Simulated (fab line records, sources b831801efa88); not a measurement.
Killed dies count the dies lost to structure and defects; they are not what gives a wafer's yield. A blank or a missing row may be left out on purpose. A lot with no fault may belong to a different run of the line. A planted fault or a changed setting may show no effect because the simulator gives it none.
fab line records -- flow sky130
[record] lots = 13, wafers = 39, last_day = 50
route steps=708 shown NWELL@58 VT_ADJUST_LVTN@118 VT_ADJUST_HVTR@138 VT_ADJUST_PCH@150 PAD_OPEN@708
lots that met no fault: taken from a fault-free run of the same line
start_h: hours from the record's first day to the start of the lot's first wafer shown -- wait_h: how many hours have passed since the lot's step before this one -- " identical to the entry in the row above -- L1.1+2: a single row standing in for several wafers -- - no value, or no start was given -- * or withheld: withheld -- < > ~ a bound
route shown NAME@n: a module of which the file shows steps, and the number in the route of the first -- usual: mean and standard deviation over wafers with no fault -- same: alike in all rows -- chamber/n: place in a boat -- sites: readings site by site -- _std_site: how widely they spread, as a standard deviation -- _edge_site: the outer-site mean with the inner-site mean subtracted -- radius_mm: for every site, how far away it sits from the centre of the wafer -- mask NAME#n: copy n -- behind: the most recent tool/chamber to have shaped the wafer -- hold: cause of the lot's hold/its duration in hours/its outcome -- device: whichever transistor did not switch (one of n, p or np) -- end of line: the route-end tests of the same wafers -- a step without rows: its recipe alone -- killed: dies lost to structure and defects at the first sort, not the wafer's yield -- map: per-die view of a wafer (x killed, . not killed, _ where there is no die)
set.NAME: the run value of the setting; set.NAME@STEP: its run value at that earlier step -- model.NAME: the simulator's own value behind a step, which no gauge read
one table for each step of the route and one row for each wafer, over a sample of lots
[[steps]]
[step SKY_NWELL_COAT_05]
[recipe] spin_rpm = 2000, resist_thk_nm = 3000
[usual] chill_plate_temp_C = 22.98/0.099, dispense_pressure_kPa = 45.8/1.1, exhaust_pa = 44.9/0.88
lot.wafer,tool,chamber,start_h,wait_h,chill_plate_temp_C,dispense_pressure_kPa,exhaust_pa
L713.1,litho_track-03,0,87.32,0.1,22.91,44.3,43.8
L713.3,litho_track-03,0,87.32,0.1,23.01,44.3,44.9
L713.4,litho_track-03,0,87.32,0.1,22.83,44.3,43.3
L715.1,litho_track-01,0,101.23,0.1,22.89,46.3,45.9
L715.2,litho_track-01,0,101.23,0.1,23.10,46.3,44.7
L715.6,litho_track-01,0,101.23,0.1,22.99,46.4,46.9
L716.1,litho_track-01,0,107.58,0.1,23.09,46.3,45.7
L716.5,litho_track-01,0,107.58,0.1,22.92,46.4,44.1
L716.6,litho_track-01,0,107.58,0.1,22.96,46.3,46.1
L717.1,litho_track-01,0,113.13,0.1,23.02,46.4,43.7
L717.2,litho_track-01,0,113.13,0.1,23.12,46.3,45.4
L717.5,litho_track-01,0,113.13,0.1,23.02,46.3,45.8
L718.1,litho_track-01,-,117.38,0.1,-,-,-
L718.3,litho_track-01,-,117.38,0.1,-,-,-
L718.6,litho_track-01,-,117.38,0.1,-,-,-
L719.3,litho_track-01,-,121.68,0.1,-,-,-
L719.4,litho_track-01,-,121.68,0.1,-,-,-
L719.6,litho_track-01,-,121.68,0.1,-,-,-
L728.2,litho_track-01,0,172.30,0.1,23.09,46.4,45.6
L728.3,litho_track-01,0,172.30,0.1,22.89,46.4,44.7
L728.5,litho_track-01,0,172.30,0.1,22.85,46.3,45.4
L729.1,litho_track-01,0,180.98,0.1,23.13,46.3,45.6
L729.2,litho_track-01,0,180.98,0.1,23.12,46.3,45.9
L729.6,litho_track-01,0,180.98,0.1,23.06,46.3,45.6
L730.1,litho_track-03,0,183.87,0.1,22.95,44.3,44.8
L730.2,litho_track-03,0,183.87,0.1,23.02,44.2,43.5
L730.6,litho_track-03,0,183.87,0.1,22.93,44.3,44.2
L731.1,litho_track-03,0,189.17,0.1,23.12,44.3,44.1
L731.2,litho_track-03,0,189.17,0.1,23.08,44.3,44.5
L731.4,litho_track-03,0,189.17,0.1,22.99,44.3,44.5
L732.1,litho_track-03,0,199.42,0.1,23.03,44.3,43.9
L732.2,litho_track-03,0,199.42,0.1,22.88,44.3,44.5
L732.5,litho_track-03,0,199.42,0.1,22.80,44.3,46.1
L734.2,litho_track-03,0,208.04,0.1,23.01,44.3,44.9
L734.4,litho_track-03,0,208.04,0.1,23.03,44.3,44.6
L734.5,litho_track-03,0,208.04,0.1,22.84,44.3,44.9
L733.3,litho_track-04,0,208.11,0.1,22.98,47.0,44.3
L733.5,litho_track-04,0,208.11,0.1,22.80,47.0,45.3
L733.6,litho_track-04,0,208.11,0.1,23.00,47.0,45.4
[step SKY_NWELL_OVL_MEAS_10]
[usual] NWELL_00_OVL = -0.6/1.5
lot.wafer,tool,chamber,start_h,wait_h,NWELL_00_OVL[nm]
L713.1,overlay-02,-,95.96,-,1.3
L713.3,overlay-02,-,95.96,-,-0.4
L713.4,overlay-02,-,95.96,-,0.3
L715.1,overlay-02,-,110.72,-,-1.8
L715.2,overlay-02,-,110.72,-,-0.8
L715.6,overlay-02,-,110.72,-,-1.3
L716.1,overlay-02,-,117.06,-,2.1
L716.5,overlay-02,-,117.06,-,0.8
L716.6,overlay-02,-,117.06,-,0.1
L717.1,overlay-01,-,122.33,-,-0.4
L717.2,overlay-01,-,122.33,-,-2.0
L717.5,overlay-01,-,122.33,-,-3.0
L718.1,overlay-02,-,126.91,-,-
L718.3,overlay-02,-,126.91,-,-
L718.6,overlay-02,-,126.91,-,-
L719.3,overlay-02,-,130.99,-,-
L719.4,overlay-02,-,130.99,-,-
L719.6,overlay-02,-,130.99,-,-
L728.2,overlay-02,-,182.47,-,1.1
L728.3,overlay-02,-,182.47,-,2.2
L728.5,overlay-02,-,182.47,-,1.2
L729.1,overlay-02,-,191.32,-,0.3
L729.2,overlay-02,-,191.32,-,1.5
L729.6,overlay-02,-,191.32,-,-0.9
L730.1,overlay-02,-,194.52,-,-0.8
L730.2,overlay-02,-,194.52,-,-2.8
L730.6,overlay-02,-,194.52,-,-1.9
L731.1,overlay-02,-,199.73,-,2.3
L731.2,overlay-02,-,199.73,-,0.7
L731.4,overlay-02,-,199.73,-,1.7
L732.1,overlay-01,-,210.57,-,-0.4
L732.2,overlay-01,-,210.57,-,0.2
L732.5,overlay-01,-,210.57,-,0.0
L734.2,overlay-02,-,218.97,-,0.4
L734.4,overlay-02,-,218.97,-,1.2
L734.5,overlay-02,-,218.97,-,-1.0
L733.3,overlay-01,-,219.09,-,-2.9
L733.5,overlay-01,-,219.09,-,-2.6
L733.6,overlay-01,-,219.09,-,-4.1
[step SKY_NWELL_TW_MEAS_26]
[usual] NWELL_2_TW = 497/3.1
lot.wafer,tool,chamber,start_h,wait_h,NWELL_2_TW
L713.1,film_metro-02,-,115.15,0.1,491
L713.3,film_metro-02,-,115.15,0.1,492
L713.4,film_metro-02,-,115.15,0.1,494
L715.1,film_metro-02,-,129.95,0.1,497
L715.2,film_metro-02,-,129.95,0.1,499
L715.6,film_metro-02,-,129.95,0.1,496
L716.1,film_metro-03,-,136.41,0.1,502
L716.5,film_metro-03,-,136.41,0.1,503
L716.6,film_metro-03,-,136.41,0.1,502
L717.1,film_metro-01,-,142.51,0.1,494
L717.2,film_metro-01,-,142.51,0.1,493
L717.5,film_metro-01,-,142.51,0.1,494
L718.1,film_metro-02,-,146.66,0.1,1829
L718.3,film_metro-02,-,146.66,0.1,1830
L718.6,film_metro-02,-,146.66,0.1,1831
L719.3,film_metro-02,-,151.27,0.1,1826
L719.4,film_metro-02,-,151.27,0.1,1831
L719.6,film_metro-02,-,151.27,0.1,1820
L728.2,film_metro-02,-,204.01,0.1,493
L728.3,film_metro-02,-,204.01,0.1,496
L728.5,film_metro-02,-,204.01,0.1,496
L729.1,film_metro-01,-,212.76,0.1,499
L729.2,film_metro-01,-,212.76,0.1,498
L729.6,film_metro-01,-,212.76,0.1,499
L730.1,film_metro-03,-,216.05,0.1,502
L730.2,film_metro-03,-,216.05,0.1,502
L730.6,film_metro-03,-,216.05,0.1,501
L731.1,film_metro-02,-,222.41,0.1,498
L731.2,film_metro-02,-,222.41,0.1,495
L731.4,film_metro-02,-,222.41,0.1,496
L732.1,film_metro-01,-,233.50,0.1,494
L732.2,film_metro-01,-,233.50,0.1,495
L732.5,film_metro-01,-,233.50,0.1,494
L734.2,film_metro-01,-,242.27,0.1,496
L734.4,film_metro-01,-,242.27,0.1,497
L734.5,film_metro-01,-,242.27,0.1,498
L733.3,film_metro-03,-,243.02,0.1,501
L733.5,film_metro-03,-,243.02,0.1,501
L733.6,film_metro-03,-,243.02,0.1,498
[step SKY_VT_ADJUST_LVTN_TW_MEAS_21]
[usual] VT_ADJUST_LVTN_2_TW = 188.1/0.97
lot.wafer,tool,chamber,start_h,wait_h,VT_ADJUST_LVTN_2_TW
L713.1,film_metro-01,-,175.80,0.1,186.5
L713.3,film_metro-01,-,175.80,0.1,188.2
L713.4,film_metro-01,-,175.80,0.1,189.2
L715.1,film_metro-04,-,190.90,0.1,189.2
L715.2,film_metro-04,-,190.90,0.1,188.1
L715.6,film_metro-04,-,190.90,0.1,189.7
L716.1,film_metro-02,-,197.05,0.1,188.5
L716.5,film_metro-02,-,197.05,0.1,188.3
L716.6,film_metro-02,-,197.05,0.1,187.5
L717.1,film_metro-04,-,204.30,0.1,190.0
L717.2,film_metro-04,-,204.30,0.1,187.9
L717.5,film_metro-04,-,204.30,0.1,189.6
L718.1,film_metro-04,-,209.10,0.1,188.5
L718.3,film_metro-04,-,209.10,0.1,188.7
L718.6,film_metro-04,-,209.10,0.1,189.3
L719.3,film_metro-02,-,213.37,0.1,187.6
L719.4,film_metro-02,-,213.37,0.1,187.0
L719.6,film_metro-02,-,213.37,0.1,188.9
L728.2,film_metro-04,-,274.45,0.1,187.8
L728.3,film_metro-04,-,274.45,0.1,188.5
L728.5,film_metro-04,-,274.45,0.1,187.6
L729.1,film_metro-01,-,282.84,0.1,188.8
L729.2,film_metro-01,-,282.84,0.1,188.3
L729.6,film_metro-01,-,282.84,0.1,188.7
L730.1,film_metro-01,-,286.60,0.1,188.3
L730.2,film_metro-01,-,286.60,0.1,190.0
L730.6,film_metro-01,-,286.60,0.1,189.1
L731.1,film_metro-02,-,293.19,0.1,187.4
L731.2,film_metro-02,-,293.19,0.1,188.2
L731.4,film_metro-02,-,293.19,0.1,187.0
L732.1,film_metro-02,-,306.94,0.1,187.8
L732.2,film_metro-02,-,306.94,0.1,186.9
L732.5,film_metro-02,-,306.94,0.1,187.5
L734.2,film_metro-04,-,316.05,0.1,189.1
L734.4,film_metro-04,-,316.05,0.1,188.9
L734.5,film_metro-04,-,316.05,0.1,188.0
L733.3,film_metro-01,-,317.67,0.1,187.8
L733.5,film_metro-01,-,317.67,0.1,186.7
L733.6,film_metro-01,-,317.67,0.1,188.3
[step SKY_VT_ADJUST_HVTR_CD_MEAS_07]
[recipe] target_cd_nm = 380
[usual] cd_nm = 380.6/2.4
lot.wafer,tool,chamber,start_h,wait_h,cd_nm
L713.1,cd_sem-01,-,217.48,0.1,381.0
L713.3,cd_sem-01,-,217.48,0.1,379.7
L713.4,cd_sem-01,-,217.48,0.1,383.0
L715.1,cd_sem-01,-,234.23,0.1,380.3
L715.2,cd_sem-01,-,234.23,0.1,378.6
L715.6,cd_sem-01,-,234.23,0.1,378.1
L716.1,cd_sem-02,-,241.27,0.1,381.3
L716.5,cd_sem-02,-,241.27,0.1,379.3
L716.6,cd_sem-02,-,241.27,0.1,380.4
L717.1,cd_sem-01,-,250.13,0.1,381.6
L717.2,cd_sem-01,-,250.13,0.1,381.4
L717.5,cd_sem-01,-,250.13,0.1,385.0
L718.1,cd_sem-01,-,254.41,0.1,379.3
L718.3,cd_sem-01,-,254.41,0.1,376.8
L718.6,cd_sem-01,-,254.41,0.1,377.8
L719.3,cd_sem-01,-,258.77,0.1,384.5
L719.4,cd_sem-01,-,258.77,0.1,380.4
L719.6,cd_sem-01,-,258.77,0.1,382.3
L728.2,cd_sem-02,-,323.58,0.1,378.8
L728.3,cd_sem-02,-,323.58,0.1,380.7
L728.5,cd_sem-02,-,323.58,0.1,383.5
L729.1,cd_sem-02,-,333.48,0.1,377.9
L729.2,cd_sem-02,-,333.48,0.1,375.4
L729.6,cd_sem-02,-,333.48,0.1,376.4
L730.1,cd_sem-02,-,336.58,0.1,380.7
L730.2,cd_sem-02,-,336.58,0.1,380.3
L730.6,cd_sem-02,-,336.58,0.1,378.8
L731.1,cd_sem-02,-,344.46,0.1,382.0
L731.2,cd_sem-02,-,344.46,0.1,383.9
L731.4,cd_sem-02,-,344.46,0.1,382.4
L732.1,cd_sem-02,-,358.86,0.1,377.6
L732.2,cd_sem-02,-,358.86,0.1,376.3
L732.5,cd_sem-02,-,358.86,0.1,376.5
L734.2,cd_sem-01,-,369.04,0.1,381.7
L734.4,cd_sem-01,-,369.04,0.1,380.6
L734.5,cd_sem-01,-,369.04,0.1,381.0
L733.3,cd_sem-02,-,371.57,0.1,377.5
L733.5,cd_sem-02,-,371.57,0.1,378.2
L733.6,cd_sem-02,-,371.57,0.1,376.0
[step SKY_VT_ADJUST_PCH_OVL_MEAS_07]
[usual] VT_ADJUST_PCH_OVL = -0.9/1.2
lot.wafer,tool,chamber,start_h,wait_h,VT_ADJUST_PCH_OVL[nm]
L713.1,overlay-02,-,240.82,-,0.8
L713.3,overlay-02,-,240.82,-,0.4
L713.4,overlay-02,-,240.82,-,0.8
L715.1,overlay-01,-,258.21,-,-1.6
L715.2,overlay-01,-,258.21,-,-0.7
L715.6,overlay-01,-,258.21,-,-0.3
L716.1,overlay-02,-,265.36,-,1.4
L716.5,overlay-02,-,265.36,-,1.9
L716.6,overlay-02,-,265.36,-,0.6
L717.1,overlay-02,-,274.02,-,-0.9
L717.2,overlay-02,-,274.02,-,-1.3
L717.5,overlay-02,-,274.02,-,-0.7
L718.1,overlay-01,-,278.42,-,-1.7
L718.3,overlay-01,-,278.42,-,-1.6
L718.6,overlay-01,-,278.42,-,-1.9
L719.3,overlay-02,-,282.43,-,-2.0
L719.4,overlay-02,-,282.43,-,-1.7
L719.6,overlay-02,-,282.43,-,-1.3
L728.2,overlay-01,-,349.88,-,-0.6
L728.3,overlay-01,-,349.88,-,1.1
L728.5,overlay-01,-,349.88,-,0.3
L729.1,overlay-02,-,359.03,-,0.2
L729.2,overlay-02,-,359.03,-,-0.4
L729.6,overlay-02,-,359.03,-,0.4
L730.1,overlay-01,-,361.43,-,-1.6
L730.2,overlay-01,-,361.43,-,-2.1
L730.6,overlay-01,-,361.43,-,-0.4
L731.1,overlay-01,-,372.37,-,-0.5
L731.2,overlay-01,-,372.37,-,0.6
L731.4,overlay-01,-,372.37,-,-1.0
L732.1,overlay-01,-,388.52,-,0.8
L732.2,overlay-01,-,388.52,-,-0.1
L732.5,overlay-01,-,388.52,-,-0.3
L734.2,overlay-01,-,397.92,-,-1.8
L734.4,overlay-01,-,397.92,-,-1.8
L734.5,overlay-01,-,397.92,-,-1.8
L733.3,overlay-01,-,399.73,-,-0.9
L733.5,overlay-01,-,399.73,-,-1.4
L733.6,overlay-01,-,399.73,-,0.9
[step SKY_PAD_OPEN_PROBE_99]
[usual] killed_at_M0_to_M3 = 44/7.3, killed_at_M4_up = 3.0/1.9, killed_at_contacts = 24/5, killed_at_front_end = 16/4.5, killed_at_other = 0.3/0.46, killed_dies = 87/10, killed_on_rim = 17/3.5, killed_open = 47/8.3, killed_short = 39/6.4
[same] gross_dies = 492, killed_at_back_side = 0
lot.wafer,tool,chamber,start_h,wait_h,killed_at_M0_to_M3,killed_at_M4_up,killed_at_contacts,killed_at_front_end,killed_at_other,killed_dies,killed_on_rim,killed_open,killed_short
L718.1,prober-01,-,1114.25,0.1,49,0,23,420,0,492,96,55,30
L718.3,prober-01,-,1114.35,0.2,36,3,10,443,0,492,96,34,33
L718.6,prober-01,-,1114.50,0.2,47,5,25,415,0,492,96,48,39
L719.3,prober-01,-,1122.85,0.2,47,1,22,422,0,492,96,42,44
L719.4,prober-01,-,1122.90,0.2,48,5,28,411,0,492,96,52,46
L719.6,prober-01,-,1123.00,0.2,54,1,28,409,0,492,96,53,46
L728.2,prober-02,-,1173.05,0.1,45,7,16,21,0,89,12,47,42
L728.3,prober-02,-,1173.10,0.2,37,4,22,22,0,85,18,45,40
L728.5,prober-02,-,1173.20,0.2,37,4,19,16,0,76,10,35,41
// killed by level:class
L718.1 NWELL:area_expose=407 VIA1:geometric_particle:open=16 LI_CONTACT:geometric_particle:open=10 VIA2:geometric_particle:open=10 CONTACT:geometric_particle:open=7 METAL1:geometric_particle:short=7 FIELD_ISO:geometric_particle:open=5 VIA1:geometric_particle:short=5
L718.3 NWELL:area_expose=425 VIA1:geometric_particle:open=8 FIELD_ISO:geometric_particle:short=5 METAL1:geometric_particle:open=4 SPACER:geometric_particle:short=4 VIA3:geometric_particle:open=4 CONTACT:geometric_particle:open=4 METAL2:geometric_particle:short=4
L718.6 NWELL:area_expose=405 LI_CONTACT:geometric_particle:open=9 VIA3:geometric_particle:open=8 VIA1:geometric_particle:short=8 CONTACT:geometric_particle:short=6 VIA1:geometric_particle:open=6 VIA2:geometric_particle:open=6 LOCAL_INTERCONNECT:geometric_particle:short=4
L719.3 NWELL:area_expose=406 CONTACT:geometric_particle:open=10 VIA1:geometric_particle:open=9 METAL1:geometric_particle:short=9 METAL2:geometric_particle:short=8 CONTACT:geometric_particle:short=7 VIA2:geometric_particle:open=6 METAL3:geometric_particle:short=6
L719.4 NWELL:area_expose=394 LI_CONTACT:geometric_particle:open=11 CONTACT:geometric_particle:open=9 VIA1:geometric_particle:open=9 VIA1:geometric_particle:short=8 METAL2:geometric_particle:short=8 VIA2:geometric_particle:open=7 METAL1:geometric_particle:short=7
L719.6 NWELL:area_expose=393 VIA1:geometric_particle:open=16 METAL2:geometric_particle:short=11 CONTACT:geometric_particle:open=11 METAL1:geometric_particle:short=8 LOCAL_INTERCONNECT:geometric_particle:short=6 CONTACT:geometric_particle:short=6 VIA3:geometric_particle:open=6
L728.2 VIA1:geometric_particle:open=10 CONTACT:geometric_particle:open=10 METAL2:geometric_particle:short=8 METAL4:geometric_particle:short=7 POLY_GATE:geometric_particle:open=7 METAL1:geometric_particle:short=6 FIELD_ISO:geometric_particle:short=5 VIA2:geometric_particle:open=4
L728.3 FIELD_ISO:geometric_particle:open=10 VIA2:geometric_particle:open=9 METAL1:geometric_particle:short=9 FIELD_ISO:geometric_particle:short=6 CONTACT:geometric_particle:short=6 CONTACT:geometric_particle:open=6 VIA1:geometric_particle:open=5 VIA1:geometric_particle:short=5
L728.5 METAL2:geometric_particle:short=8 VIA1:geometric_particle:open=7 CONTACT:geometric_particle:short=6 LI_CONTACT:geometric_particle:open=5 LOCAL_INTERCONNECT:geometric_particle:short=5 VIA1:geometric_particle:short=5 METAL3:geometric_particle:short=5 POLY_GATE:geometric_particle:open=4
[[key]]
[first_sign] step = SKY_NWELL_COAT_05, reading = tool_record, direction = missing
[effect] step = SKY_NWELL_OVL_MEAS_10, reading = NWELL_00_OVL, direction = missing
[effect] step = SKY_NWELL_TW_MEAS_26, reading = NWELL_2_TW, direction = up, sigmas = 99+, usual = 497, struck = 1828
[effect] step = SKY_PAD_OPEN_PROBE_99, reading = killed_at_front_end, direction = up, sigmas = 90, usual = 16, struck = 420
[more_kills_born_at] SKY_NWELL_EXPOSE_07@iline_stepper-01 = 2430
met_at SKY_NWELL_COAT_05
struck_lots L718,L719
tester_left_out L718,L719
not_acting_at SKY_VT_ADJUST_LVTN_TW_MEAS_21,SKY_VT_ADJUST_HVTR_CD_MEAS_07,SKY_VT_ADJUST_PCH_OVL_MEAS_07
onset_between 113.13 117.38
[fault] kind = skipped_step_whole, tool = litho_track-01, chamber = -, onset_h = 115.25, steps = SKY_NWELL_COAT_05, scope = struck_lots_only
// tester_left_out: of these lots the tester's yield and bins aren't shown, on N5 and GAA mostly nor the transistor test; their killed dies are dies lost to structure and defects alone, not to doping, threshold or leakage, so they don't give the yield
